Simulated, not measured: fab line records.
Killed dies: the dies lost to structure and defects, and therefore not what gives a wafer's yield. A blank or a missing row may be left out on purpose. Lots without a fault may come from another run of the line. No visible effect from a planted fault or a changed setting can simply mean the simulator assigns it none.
fab line records || flow sky130
[record] {"lots": 4, "wafers": 12, "last_day": 50}
route steps=708 shown VIA3@590 METAL4@598 CAP2M@603 PAD_OPEN@708
lots with no fault: from the same line, run without faults
start_h: hours from the record's opening day to when the first of the lot's shown wafers began || wait_h: time in hours since the lot's previous step || " the same as in the row above || L1.1+2: one row covering several wafers at once || - no value, or no start was given || * or withheld: withheld || < > ~ a bound
route shown NAME@n: names a module that has steps shown in the file, with the first one's number in the route || usual: average and standard deviation across the fault-free wafers || same: alike in all rows || chamber/n: place in a boat || sites: readings site by site || _std_site: their standard deviation || _edge_site: the outer-site mean with the inner-site mean subtracted || radius_mm: how far each site lies from the wafer's centre || mask NAME#n: copy n || behind: the most recent tool/chamber to have shaped the wafer || hold: cause of the lot's hold/its duration in hours/its outcome || device: the transistor (n, p or np) that didn't switch || end of line: tests of these same wafers at the route's end || for a step that has no rows: nothing shown but its recipe || killed: dies that structure and defects cost at the first sort, which is not the same as the wafer's yield || map: dies across one wafer; x = killed, . = not, _ = none there
set.NAME: the run value of the setting; set.NAME@STEP: its run value at that earlier step || model.NAME: the simulator's own value behind a step, which no gauge read
lots seen at some steps along the route; tables by step, rows by wafer
services: when a tool's chamber went out of use (start_h, in hours from the record's first day, below 0 if earlier), for how many hours, and the reason
[[steps]]
[step SKY_VIA3_STRIP_17]
[recipe] {"chemistry": "post_etch_residue_remover", "time_s": 1200, "temp_c": 72.5}
[step SKY_VIA3_CLEAN_18]
[recipe] {"chemistry": "IPA", "time_s": 180, "temp_c": 25}
[step SKY_VIA3_CLEAN_19]
[recipe] {"chemistry": "O3/DIW", "dry": "n2_spin"}
[step SKY_VIA3_SPUTTER_20]
[recipe] {"material": "TiN", "target_thk_nm": 20, "chamber_pressure_pa": 5, "power_w": 4000, "time_s": 80}
[step SKY_VIA3_CVD_21]
[recipe] {"material": "W", "target_thk_nm": 390, "time_s": 117.31, "temp_c": 400, "pressure_torr": 40}
[step SKY_VIA3_CMP_24]
[recipe] {"stop_on": "SiO2", "t_overpolish_s": 20, "down_force_psi": 3.5, "platen_rpm": 60, "target_thk_nm": 0, "pad_velocity_m_s": 0.94248}
[step SKY_METAL4_SPUTTER_00]
[recipe] {"material": "Ti", "target_thk_nm": 15, "power_w": 3000, "time_s": 10, "chamber_pressure_pa": 0.4}
[step SKY_METAL4_SPUTTER_01]
[recipe] {"material": "TiN", "target_thk_nm": 20, "power_w": 6500, "time_s": 16.7, "chamber_pressure_pa": 0.4}
[step SKY_METAL4_SPUTTER_02]
[recipe] {"material": "AlCu", "target_thk_nm": 735, "power_w": 10600, "time_s": 39.1, "chamber_pressure_pa": 0.4}
[step SKY_METAL4_SPUTTER_03]
[recipe] {"material": "Ti", "target_thk_nm": 5, "power_w": 3000, "time_s": 3.3, "chamber_pressure_pa": 0.4}
[step SKY_METAL4_SPUTTER_04]
[recipe] {"material": "TiN", "target_thk_nm": 70, "power_w": 6696, "time_s": 58.3, "chamber_pressure_pa": 0.4}
[usual] {"cathode_dc_power_W": "6696.0/1.2", "chamber_pressure_pa": "0.4001/0.00074", "throttle_valve_pct": "29.9/1.5"}
{"lot.wafer": "L478.2", "tool": "pvd_sputter-03", "chamber": "-", "start_h": 991.56, "wait_h": 0.0, "cathode_dc_power_W": 6696.5, "chamber_pressure_pa": 0.4005, "throttle_valve_pct": 30.5, "model.TiN_of_METAL4_SPUTTER_04.thk_nm": 73.72}
{"lot.wafer": "L478.4", "tool": "pvd_sputter-03", "chamber": "-", "start_h": 991.56, "wait_h": 0.0, "cathode_dc_power_W": 6697.7, "chamber_pressure_pa": 0.3988, "throttle_valve_pct": 27.4, "model.TiN_of_METAL4_SPUTTER_04.thk_nm": 73.93}
{"lot.wafer": "L478.6", "tool": "pvd_sputter-03", "chamber": "-", "start_h": 991.56, "wait_h": 0.0, "cathode_dc_power_W": 6695.7, "chamber_pressure_pa": 0.3986, "throttle_valve_pct": 27.0, "model.TiN_of_METAL4_SPUTTER_04.thk_nm": 73.55}
{"lot.wafer": "L481.2", "tool": "pvd_sputter-03", "chamber": "-", "start_h": 1006.82, "wait_h": 0.0, "cathode_dc_power_W": 6695.7, "chamber_pressure_pa": 0.3991, "throttle_valve_pct": 31.5, "model.TiN_of_METAL4_SPUTTER_04.thk_nm": 108}
{"lot.wafer": "L481.4", "tool": "pvd_sputter-03", "chamber": "-", "start_h": 1006.82, "wait_h": 0.0, "cathode_dc_power_W": 6697.1, "chamber_pressure_pa": 0.3989, "throttle_valve_pct": 26.9, "model.TiN_of_METAL4_SPUTTER_04.thk_nm": 74.17}
{"lot.wafer": "L481.5", "tool": "pvd_sputter-03", "chamber": "-", "start_h": 1006.82, "wait_h": 0.0, "cathode_dc_power_W": 6693.6, "chamber_pressure_pa": 0.4009, "throttle_valve_pct": 29.6, "model.TiN_of_METAL4_SPUTTER_04.thk_nm": 73.24}
{"lot.wafer": "L483.1", "tool": "pvd_sputter-03", "chamber": "-", "start_h": 1024.02, "wait_h": 0.0, "cathode_dc_power_W": 6695.1, "chamber_pressure_pa": 0.4003, "throttle_valve_pct": 29.4, "model.TiN_of_METAL4_SPUTTER_04.thk_nm": 71.42}
{"lot.wafer": "L483.2", "tool": "pvd_sputter-03", "chamber": "-", "start_h": 1024.02, "wait_h": 0.0, "cathode_dc_power_W": 6697.1, "chamber_pressure_pa": 0.4003, "throttle_valve_pct": 32.1, "model.TiN_of_METAL4_SPUTTER_04.thk_nm": 105.8}
{"lot.wafer": "L483.3", "tool": "pvd_sputter-03", "chamber": "-", "start_h": 1024.02, "wait_h": 0.0, "cathode_dc_power_W": 6696.3, "chamber_pressure_pa": 0.4002, "throttle_valve_pct": 30.0, "model.TiN_of_METAL4_SPUTTER_04.thk_nm": 72.65}
{"lot.wafer": "L492.3", "tool": "pvd_sputter-04", "chamber": "-", "start_h": 1078.60, "wait_h": 0.0, "cathode_dc_power_W": 6697.7, "chamber_pressure_pa": 0.4000, "throttle_valve_pct": 32.2, "model.TiN_of_METAL4_SPUTTER_04.thk_nm": 72.01}
{"lot.wafer": "L492.5", "tool": "pvd_sputter-04", "chamber": "-", "start_h": 1078.60, "wait_h": 0.0, "cathode_dc_power_W": 6696.6, "chamber_pressure_pa": 0.4000, "throttle_valve_pct": 31.0, "model.TiN_of_METAL4_SPUTTER_04.thk_nm": 72.52}
{"lot.wafer": "L492.6", "tool": "pvd_sputter-04", "chamber": "-", "start_h": 1078.60, "wait_h": 0.0, "cathode_dc_power_W": 6696.0, "chamber_pressure_pa": 0.4001, "throttle_valve_pct": 28.7, "model.TiN_of_METAL4_SPUTTER_04.thk_nm": 72.51}
[step SKY_CAP2M_CVD_00]
[recipe] {"material": "SiO2", "target_thk_nm": 15.5, "temp_c": 400, "time_s": "withheld", "rf_w": 450}
[step SKY_CAP2M_SPUTTER_02]
[recipe] {"material": "TiN", "target_thk_nm": 200, "temp_c": 300, "power_w": 6500, "time_s": 166.7, "chamber_pressure_pa": 0.4}
[step SKY_CAP2M_DEHYDRATE_05]
[recipe] {"temp_c": 200, "time_s": 60}
[step SKY_CAP2M_HMDS_06]
[recipe] {"prime_time_s": 60, "prime_temp_c": 120}
[step SKY_CAP2M_COAT_07]
[recipe] {"resist": "NOVOLAK", "spin_rpm": 3000, "resist_thk_nm": 1140}
[step SKY_CAP2M_SOFTBAKE_08]
[recipe] {"temp_c": 90, "time_s": 60, "resist": "NOVOLAK"}
[step SKY_CAP2M_EXPOSE_09]
[recipe] {"mask_id": "CAP2M", "na": 0.6, "source_shape": "conventional", "sigma_outer": 0.6, "polarization": "unpolarized", "target_cd_nm": 1000, "dose_mj": 159}
[step SKY_CAP2M_PEB_10]
[recipe] {"temp_c": "withheld", "time_s": "*", "resist": "NOVOLAK"}
[step SKY_CAP2M_DEVELOP_11]
[recipe] {"resist": "NOVOLAK", "developer": "TMAH", "develop_time_s": 60, "dev_temp_c": 23}
[step SKY_CAP2M_METAL_ETCH_13]
[recipe] {"target_depth_nm": 220, "stop_on": "SiO2", "chemistry": "Cl2/BCl3", "target": "TiN", "pressure_mtorr": 10, "icp_w": 900, "bias_w": 48.5, "Cl2_flow_sccm": 60, "bcl3_flow_sccm": 30, "time_s": 62.9}
[step SKY_CAP2M_STRIP_14]
[recipe] {"chemistry": "O2/N2", "power_w": 1400, "pressure_mtorr": 1500, "platen_temp_c": "withheld", "o2_flow_sccm": 3000, "n2_flow_sccm": 300, "overash_fraction": 0.5}
[step SKY_CAP2M_STRIP_15]
[recipe] {"chemistry": "post_etch_residue_remover", "time_s": 1200, "temp_c": 72.5}
[step SKY_CAP2M_CLEAN_16]
[recipe] {"chemistry": "IPA", "time_s": 180, "temp_c": 25}
[step SKY_CAP2M_CLEAN_17]
[recipe] {"chemistry": "O3/DIW", "dry": "n2_spin"}
[step SKY_METAL4_DEHYDRATE_05]
[recipe] {"temp_c": 200, "time_s": 60}
[step SKY_METAL4_HMDS_06]
[recipe] {"prime_time_s": 60, "prime_temp_c": 120}
[step SKY_METAL4_COAT_07]
[recipe] {"resist": "BARC", "temp_c": "withheld", "time_s": "withheld", "spin_rpm": 3000, "resist_thk_nm": 60}
[step SKY_METAL4_COAT_08]
[recipe] {"resist": "KrF-thick", "spin_rpm": 3000, "resist_thk_nm": 1140}
[step SKY_METAL4_SOFTBAKE_09]
[recipe] {"temp_c": 100, "time_s": 90, "resist": "KrF-thick"}
[step SKY_METAL4_EXPOSE_10]
[recipe] {"mask_id": "MM4", "na": 0.68, "source_shape": "annular", "sigma_inner": 0.4, "sigma_outer": 0.8, "target_cd_nm": 300, "dose_mj": 28}
[step SKY_METAL4_PEB_11]
[recipe] {"peb_temp_c": "withheld", "peb_time_s": "withheld", "resist": "KrF-thick"}
[step SKY_METAL4_DEVELOP_12]
[recipe] {"develop_time_s": 60, "resist": "KrF-thick", "dev_temp_c": 21}
[step SKY_METAL4_DESCUM_15]
[recipe] {"chemistry": "O2", "source_power_w": 150, "bias_power_w": 0, "pressure_mtorr": 10, "temp_c": 40, "time_s": 8}
[step SKY_METAL4_METAL_ETCH_18]
[recipe] {"target_depth_a": 8450, "stop_on": "SiO2", "over_etch_frac": 0.3, "time_s": 183.1, "chemistry": "Cl2/BCl3", "resist_sidewall_deg": 88, "pressure_mtorr": 10, "icp_w": 900, "bias_w": 48.5, "Cl2_flow_sccm": 60, "bcl3_flow_sccm": 30}
[usual] {"bias_w": "48.46/0.13", "drypump_motor_current_A": "5.4/0.51", "mfc_cl2_sccm": "59.96/0.17", "oes_product_au": "0.868/0.0066", "rf_fwd_power_W": "897.7/2.8", "throttle_valve_pct": "22.264/0.0084"}
{"lot.wafer": "L478.2", "tool": "rie_metal-01", "chamber": 0, "start_h": 1038.34, "wait_h": 0.0, "bias_w": 48.51, "drypump_motor_current_A": 5.6, "mfc_cl2_sccm": 59.96, "oes_product_au": 0.875, "rf_fwd_power_W": 895.4, "rf_hours_counter_h": 20, "throttle_valve_pct": 22.260}
{"lot.wafer": "L478.4", "tool": "rie_metal-01", "chamber": 0, "start_h": 1038.34, "wait_h": 0.0, "bias_w": 48.58, "drypump_motor_current_A": 5.5, "mfc_cl2_sccm": 60.16, "oes_product_au": 0.875, "rf_fwd_power_W": 895.0, "rf_hours_counter_h": "-", "throttle_valve_pct": 22.240}
{"lot.wafer": "L478.6", "tool": "rie_metal-01", "chamber": 1, "start_h": 1038.34, "wait_h": 0.0, "bias_w": 48.38, "drypump_motor_current_A": 5.1, "mfc_cl2_sccm": 60.02, "oes_product_au": 0.871, "rf_fwd_power_W": 895.5, "rf_hours_counter_h": "-", "throttle_valve_pct": 22.264}
{"lot.wafer": "L481.2", "tool": "rie_metal-04", "chamber": 0, "start_h": 1052.27, "wait_h": 0.0, "bias_w": 48.59, "drypump_motor_current_A": 6.1, "mfc_cl2_sccm": 60.13, "oes_product_au": 0.893, "rf_fwd_power_W": 902.3, "rf_hours_counter_h": 18, "throttle_valve_pct": 22.253}
{"lot.wafer": "L481.4", "tool": "rie_metal-04", "chamber": 1, "start_h": 1052.27, "wait_h": 0.0, "bias_w": 48.45, "drypump_motor_current_A": 5.1, "mfc_cl2_sccm": 60.09, "oes_product_au": 0.868, "rf_fwd_power_W": 897.7, "rf_hours_counter_h": "-", "throttle_valve_pct": 22.247}
{"lot.wafer": "L481.5", "tool": "rie_metal-04", "chamber": 1, "start_h": 1052.27, "wait_h": 0.0, "bias_w": 48.42, "drypump_motor_current_A": 5.0, "mfc_cl2_sccm": 60.07, "oes_product_au": 0.868, "rf_fwd_power_W": 895.8, "rf_hours_counter_h": "-", "throttle_valve_pct": 22.252}
{"lot.wafer": "L483.1", "tool": "rie_metal-02", "chamber": 0, "start_h": 1069.04, "wait_h": 0.0, "bias_w": 48.45, "drypump_motor_current_A": 6.0, "mfc_cl2_sccm": 59.79, "oes_product_au": 0.878, "rf_fwd_power_W": 899.1, "rf_hours_counter_h": 11, "throttle_valve_pct": 22.274}
{"lot.wafer": "L483.2", "tool": "rie_metal-02", "chamber": 1, "start_h": 1069.04, "wait_h": 0.0, "bias_w": 48.33, "drypump_motor_current_A": 4.7, "mfc_cl2_sccm": 60.02, "oes_product_au": 0.888, "rf_fwd_power_W": 896.6, "rf_hours_counter_h": 17, "throttle_valve_pct": 22.265}
{"lot.wafer": "L483.3", "tool": "rie_metal-02", "chamber": 1, "start_h": 1069.04, "wait_h": 0.0, "bias_w": 48.37, "drypump_motor_current_A": 4.7, "mfc_cl2_sccm": 60.05, "oes_product_au": 0.873, "rf_fwd_power_W": 898.5, "rf_hours_counter_h": "-", "throttle_valve_pct": 22.260}
{"lot.wafer": "L492.3", "tool": "rie_metal-01", "chamber": 0, "start_h": 1120.05, "wait_h": 0.1, "bias_w": 48.50, "drypump_motor_current_A": 5.6, "mfc_cl2_sccm": 60.03, "oes_product_au": 0.861, "rf_fwd_power_W": 899.0, "rf_hours_counter_h": "-", "throttle_valve_pct": 22.269}
{"lot.wafer": "L492.5", "tool": "rie_metal-01", "chamber": 0, "start_h": 1120.05, "wait_h": 0.1, "bias_w": 48.59, "drypump_motor_current_A": 5.6, "mfc_cl2_sccm": 59.91, "oes_product_au": 0.869, "rf_fwd_power_W": 899.7, "rf_hours_counter_h": "-", "throttle_valve_pct": 22.260}
{"lot.wafer": "L492.6", "tool": "rie_metal-01", "chamber": 1, "start_h": 1120.05, "wait_h": 0.1, "bias_w": 48.10, "drypump_motor_current_A": 5.1, "mfc_cl2_sccm": 59.89, "oes_product_au": 0.860, "rf_fwd_power_W": 897.5, "rf_hours_counter_h": "-", "throttle_valve_pct": 22.252}
[step SKY_PAD_OPEN_PROBE_99]
[usual] {"defect_limited_yield": "82.4/1.8", "killed_at_M0_to_M3": "44/6.3", "killed_at_M4_up": "3.1/1.8", "killed_at_contacts": "25/5.1", "killed_at_front_end": "15/4.1", "killed_at_other": "0.3/0.71", "killed_dies": "87/8.8", "killed_on_rim": "17/3.7", "killed_open": "47/6.8", "killed_short": "40/6.7", "sort_bin_3_pad_short": "0.9/0.39", "sort_bin_5_function": "10.4/1.5", "sort_bin_6_memory": "6.4/1.1", "sort_n_pass": "405/8.8", "sort_yield_pct": "82.4/1.8"}
[same] {"gross_dies": 492, "killed_at_back_side": 0, "sort_bin_4_leakage[%]": 0, "sort_bin_8_speed[%]": 0}
{"lot.wafer": "L478.2", "tool": "prober-01", "chamber": "-", "start_h": 1128.92, "wait_h": 0.1, "defect_limited_yield[%]": 83.3, "killed_at_M0_to_M3": 30, "killed_at_M4_up": 1, "killed_at_contacts": 30, "killed_at_front_end": 20, "killed_at_other": 1, "killed_dies": 82, "killed_on_rim": 15, "killed_open": 39, "killed_short": 43, "sort_bin_3_pad_short[%]": 0.6, "sort_bin_5_function[%]": 10.2, "sort_bin_6_memory[%]": 5.9, "sort_n_pass": 410, "sort_yield_pct[%]": 83.3, "model.etest.via4_chain.rc_ohm": 0.7631}
{"lot.wafer": "L478.4", "tool": "prober-01", "chamber": "-", "start_h": 1129.02, "wait_h": 0.2, "defect_limited_yield[%]": 83.1, "killed_at_M0_to_M3": 35, "killed_at_M4_up": 3, "killed_at_contacts": 30, "killed_at_front_end": 15, "killed_at_other": 0, "killed_dies": 83, "killed_on_rim": 16, "killed_open": 47, "killed_short": 36, "sort_bin_3_pad_short[%]": 1.0, "sort_bin_5_function[%]": 7.7, "sort_bin_6_memory[%]": 8.1, "sort_n_pass": 409, "sort_yield_pct[%]": 83.1, "model.etest.via4_chain.rc_ohm": 0.8257}
{"lot.wafer": "L478.6", "tool": "prober-01", "chamber": "-", "start_h": 1129.12, "wait_h": 0.2, "defect_limited_yield[%]": 83.3, "killed_at_M0_to_M3": 43, "killed_at_M4_up": 3, "killed_at_contacts": 21, "killed_at_front_end": 15, "killed_at_other": 0, "killed_dies": 82, "killed_on_rim": 16, "killed_open": 45, "killed_short": 37, "sort_bin_3_pad_short[%]": 1.6, "sort_bin_5_function[%]": 10.6, "sort_bin_6_memory[%]": 4.5, "sort_n_pass": 410, "sort_yield_pct[%]": 83.3, "model.etest.via4_chain.rc_ohm": 0.7916}
{"lot.wafer": "L481.2", "tool": "prober-02", "chamber": "-", "start_h": 1139.81, "wait_h": 0.1, "defect_limited_yield[%]": 77.4, "killed_at_M0_to_M3": 56, "killed_at_M4_up": 2, "killed_at_contacts": 30, "killed_at_front_end": 23, "killed_at_other": 0, "killed_dies": 111, "killed_on_rim": 25, "killed_open": 59, "killed_short": 52, "sort_bin_3_pad_short[%]": 1.0, "sort_bin_5_function[%]": 14.0, "sort_bin_6_memory[%]": 7.5, "sort_n_pass": 381, "sort_yield_pct[%]": 77.4, "model.etest.via4_chain.rc_ohm": 0.8901}
{"lot.wafer": "L481.4", "tool": "prober-02", "chamber": "-", "start_h": 1139.91, "wait_h": 0.2, "defect_limited_yield[%]": 80.5, "killed_at_M0_to_M3": 48, "killed_at_M4_up": 2, "killed_at_contacts": 23, "killed_at_front_end": 20, "killed_at_other": 3, "killed_dies": 96, "killed_on_rim": 25, "killed_open": 58, "killed_short": 35, "sort_bin_3_pad_short[%]": 0.8, "sort_bin_5_function[%]": 13.6, "sort_bin_6_memory[%]": 5.1, "sort_n_pass": 396, "sort_yield_pct[%]": 80.5, "model.etest.via4_chain.rc_ohm": 0.824}
{"lot.wafer": "L481.5", "tool": "prober-02", "chamber": "-", "start_h": 1139.96, "wait_h": 0.2, "defect_limited_yield[%]": 83.9, "killed_at_M0_to_M3": 43, "killed_at_M4_up": 2, "killed_at_contacts": 24, "killed_at_front_end": 9, "killed_at_other": 1, "killed_dies": 79, "killed_on_rim": 21, "killed_open": 41, "killed_short": 37, "sort_bin_3_pad_short[%]": 0.6, "sort_bin_5_function[%]": 8.7, "sort_bin_6_memory[%]": 6.7, "sort_n_pass": 413, "sort_yield_pct[%]": 83.9, "model.etest.via4_chain.rc_ohm": 0.7868}
{"lot.wafer": "L483.1", "tool": "prober-02", "chamber": "-", "start_h": 1154.85, "wait_h": 0.1, "defect_limited_yield[%]": 80.7, "killed_at_M0_to_M3": 51, "killed_at_M4_up": 3, "killed_at_contacts": 25, "killed_at_front_end": 16, "killed_at_other": 0, "killed_dies": 95, "killed_on_rim": 16, "killed_open": 47, "killed_short": 48, "sort_bin_3_pad_short[%]": 1.0, "sort_bin_5_function[%]": 12.6, "sort_bin_6_memory[%]": 5.7, "sort_n_pass": 397, "sort_yield_pct[%]": 80.7, "model.etest.via4_chain.rc_ohm": 0.791}
{"lot.wafer": "L483.2", "tool": "prober-02", "chamber": "-", "start_h": 1154.90, "wait_h": 0.1, "defect_limited_yield[%]": 81.7, "killed_at_M0_to_M3": 46, "killed_at_M4_up": 3, "killed_at_contacts": 26, "killed_at_front_end": 15, "killed_at_other": 0, "killed_dies": 90, "killed_on_rim": 17, "killed_open": 56, "killed_short": 34, "sort_bin_3_pad_short[%]": 1.0, "sort_bin_5_function[%]": 12.0, "sort_bin_6_memory[%]": 5.3, "sort_n_pass": 402, "sort_yield_pct[%]": 81.7, "model.etest.via4_chain.rc_ohm": 0.8593}
{"lot.wafer": "L483.3", "tool": "prober-02", "chamber": "-", "start_h": 1154.95, "wait_h": 0.2, "defect_limited_yield[%]": 82.1, "killed_at_M0_to_M3": 49, "killed_at_M4_up": 2, "killed_at_contacts": 20, "killed_at_front_end": 17, "killed_at_other": 0, "killed_dies": 88, "killed_on_rim": 19, "killed_open": 44, "killed_short": 44, "sort_bin_3_pad_short[%]": 1.4, "sort_bin_5_function[%]": 9.6, "sort_bin_6_memory[%]": 6.9, "sort_n_pass": 404, "sort_yield_pct[%]": 82.1, "model.etest.via4_chain.rc_ohm": 0.78}
{"lot.wafer": "L492.3", "tool": "prober-01", "chamber": "-", "start_h": 1197.61, "wait_h": 0.2, "defect_limited_yield[%]": 82.7, "killed_at_M0_to_M3": 39, "killed_at_M4_up": 2, "killed_at_contacts": 25, "killed_at_front_end": 19, "killed_at_other": 0, "killed_dies": 85, "killed_on_rim": 14, "killed_open": 54, "killed_short": 31, "sort_bin_3_pad_short[%]": 0.8, "sort_bin_5_function[%]": 11.2, "sort_bin_6_memory[%]": 5.3, "sort_n_pass": 407, "sort_yield_pct[%]": 82.7, "model.etest.via4_chain.rc_ohm": 0.7788}
{"lot.wafer": "L492.5", "tool": "prober-01", "chamber": "-", "start_h": 1197.71, "wait_h": 0.2, "defect_limited_yield[%]": 81.3, "killed_at_M0_to_M3": 45, "killed_at_M4_up": 4, "killed_at_contacts": 25, "killed_at_front_end": 15, "killed_at_other": 3, "killed_dies": 92, "killed_on_rim": 18, "killed_open": 48, "killed_short": 42, "sort_bin_3_pad_short[%]": 1.4, "sort_bin_5_function[%]": 11.0, "sort_bin_6_memory[%]": 6.3, "sort_n_pass": 400, "sort_yield_pct[%]": 81.3, "model.etest.via4_chain.rc_ohm": 0.8268}
{"lot.wafer": "L492.6", "tool": "prober-01", "chamber": "-", "start_h": 1197.76, "wait_h": 0.2, "defect_limited_yield[%]": 80.7, "killed_at_M0_to_M3": 38, "killed_at_M4_up": 1, "killed_at_contacts": 32, "killed_at_front_end": 24, "killed_at_other": 0, "killed_dies": 95, "killed_on_rim": 23, "killed_open": 49, "killed_short": 46, "sort_bin_3_pad_short[%]": 1.6, "sort_bin_5_function[%]": 8.7, "sort_bin_6_memory[%]": 8.9, "sort_n_pass": 397, "sort_yield_pct[%]": 80.7, "model.etest.via4_chain.rc_ohm": 0.8235}
// killed by level:class
L478.2 VIA1:geometric_particle:open=10 CONTACT:geometric_particle:open=8 FIELD_ISO:geometric_particle:short=6 CONTACT:geometric_particle:short=6 LI_CONTACT:geometric_particle:open=5 LI_CONTACT:geometric_particle:short=5 LOCAL_INTERCONNECT:geometric_particle:short=5 SPACER:geometric_particle:short=4
L478.4 CONTACT:geometric_particle:open=10 VIA3:geometric_particle:open=7 LI_CONTACT:geometric_particle:open=7 VIA1:geometric_particle:open=7 METAL2:geometric_particle:short=7 FIELD_ISO:geometric_particle:short=5 FIELD_ISO:geometric_particle:open=5 CONTACT:geometric_particle:short=5
L478.6 VIA1:geometric_particle:open=10 VIA2:geometric_particle:open=8 LI_CONTACT:geometric_particle:open=6 VIA3:geometric_particle:open=6 FIELD_ISO:geometric_particle:short=5 POLY_GATE:geometric_particle:open=5 LOCAL_INTERCONNECT:geometric_particle:short=4 CONTACT:geometric_particle:open=4
L481.2 VIA1:geometric_particle:open=14 FIELD_ISO:geometric_particle:short=8 CONTACT:geometric_particle:short=8 CONTACT:geometric_particle:open=8 VIA2:geometric_particle:open=8 VIA1:geometric_particle:short=8 LI_CONTACT:geometric_particle:open=7 VIA3:geometric_particle:open=7
L481.4 VIA1:geometric_particle:open=14 LOCAL_INTERCONNECT:geometric_particle:short=9 CONTACT:geometric_particle:open=9 VIA3:geometric_particle:open=9 VIA2:geometric_particle:open=6 FIELD_ISO:geometric_particle:open=5 POLY_GATE:geometric_particle:short=5 LI_CONTACT:geometric_particle:open=4
L481.5 METAL2:geometric_particle:short=9 VIA1:geometric_particle:open=7 METAL1:geometric_particle:short=6 LI_CONTACT:geometric_particle:open=6 CONTACT:geometric_particle:open=6 CONTACT:geometric_particle:short=5 VIA3:geometric_particle:open=5 POLY_GATE:geometric_particle:open=3
L483.1 VIA1:geometric_particle:open=15 VIA1:geometric_particle:short=10 LI_CONTACT:geometric_particle:open=9 POLY_GATE:geometric_particle:short=8 CONTACT:geometric_particle:open=7 METAL1:geometric_particle:short=6 VIA2:geometric_particle:open=6 FIELD_ISO:geometric_particle:short=4
L483.2 VIA1:geometric_particle:open=12 CONTACT:geometric_particle:open=11 LI_CONTACT:geometric_particle:open=9 METAL2:geometric_particle:short=9 VIA3:geometric_particle:open=9 METAL1:geometric_particle:short=6 FIELD_ISO:geometric_particle:open=5 LOCAL_INTERCONNECT:geometric_particle:short=5
L483.3 VIA1:geometric_particle:open=11 FIELD_ISO:geometric_particle:short=7 METAL2:geometric_particle:short=7 VIA2:geometric_particle:open=6 VIA3:geometric_particle:open=6 LI_CONTACT:geometric_particle:open=5 LI_CONTACT:geometric_particle:short=4 LOCAL_INTERCONNECT:geometric_particle:short=4
L492.3 VIA1:geometric_particle:open=13 LI_CONTACT:geometric_particle:open=8 CONTACT:geometric_particle:short=6 VIA2:geometric_particle:open=6 VIA3:geometric_particle:open=6 FIELD_ISO:geometric_particle:short=5 CONTACT:geometric_particle:open=5 FIELD_ISO:geometric_particle:open=4
L492.5 VIA1:geometric_particle:open=15 CONTACT:geometric_particle:open=9 VIA2:geometric_particle:open=9 METAL1:geometric_particle:short=6 CONTACT:geometric_particle:short=6 FIELD_ISO:geometric_particle:open=5 LOCAL_INTERCONNECT:geometric_particle:short=5 POLY_GATE:geometric_particle:short=4
L492.6 LOCAL_INTERCONNECT:geometric_particle:short=13 VIA1:geometric_particle:open=11 FIELD_ISO:geometric_particle:short=7 POLY_GATE:geometric_particle:open=6 LI_CONTACT:geometric_particle:open=6 CONTACT:geometric_particle:open=6 FIELD_ISO:geometric_particle:open=5 CONTACT:geometric_particle:short=5
[[services]]
{"tool": "rie_metal-02", "chamber": "-", "start_h": 990.33, "hours": 2.1, "kind": "repair"}
{"tool": "pvd_sputter-04", "chamber": 0, "start_h": 1000.03, "hours": "-", "kind": "consumable_replace:kit"}
{"tool": "pvd_sputter-04", "chamber": 0, "start_h": 1000.03, "hours": 18.0, "kind": "scheduled_down"}
{"tool": "pvd_sputter-04", "chamber": 0, "start_h": 1000.03, "hours": 18.0, "kind": "vent_cycle"}
{"tool": "pvd_sputter-04", "chamber": "-", "start_h": 1009.33, "hours": 5.6, "kind": "repair"}
{"tool": "rie_metal-02", "chamber": "-", "start_h": 1064.07, "hours": 1.4, "kind": "pm"}
{"tool": "pvd_sputter-03", "chamber": 0, "start_h": 1086.29, "hours": "-", "kind": "consumable_replace:kit"}
{"tool": "pvd_sputter-03", "chamber": 0, "start_h": 1086.29, "hours": 18.0, "kind": "scheduled_down"}
{"tool": "pvd_sputter-03", "chamber": 0, "start_h": 1086.29, "hours": 18.0, "kind": "vent_cycle"}
{"tool": "pvd_sputter-04", "chamber": 3, "start_h": 1097.31, "hours": "-", "kind": "consumable_replace:kit"}
{"tool": "pvd_sputter-04", "chamber": 3, "start_h": 1097.31, "hours": 18.0, "kind": "scheduled_down"}
{"tool": "pvd_sputter-04", "chamber": 3, "start_h": 1097.31, "hours": 18.0, "kind": "vent_cycle"}
{"tool": "rie_metal-02", "chamber": 0, "start_h": 1108.04, "hours": 1.9, "kind": "repair"}
{"tool": "pvd_sputter-03", "chamber": "-", "start_h": 1118.13, "hours": 2.8, "kind": "repair"}
[[key]]
[first_sign] {"step": "SKY_METAL4_METAL_ETCH_18", "reading": "oes_product_au", "direction": "up", "sigmas": 3.4, "usual": 0.868, "struck": 0.891}
effect none on later readings
[model_effect] {"step": "SKY_METAL4_SPUTTER_04", "value": "TiN_of_METAL4_SPUTTER_04.thk_nm", "without": 73.17, "struck": 106.9}
[model_effect] {"step": "SKY_PAD_OPEN_PROBE_99", "value": "etest.via4_chain.rc_ohm", "without": 0.8143, "struck": 0.8747}
met_at SKY_METAL4_SPUTTER_04
struck_wafers L481.2,L483.2
[fault] {"kind": "process_parameter_drift", "tool": "pvd_sputter-03", "chamber": "-", "onset_h": 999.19, "steps": "SKY_METAL4_SPUTTER_04", "channel": "time_s", "offset": "*", "shape": "step", "end_h": 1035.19, "acts_in": "*", "stated": "*", "scope": "struck_wafers_only"}
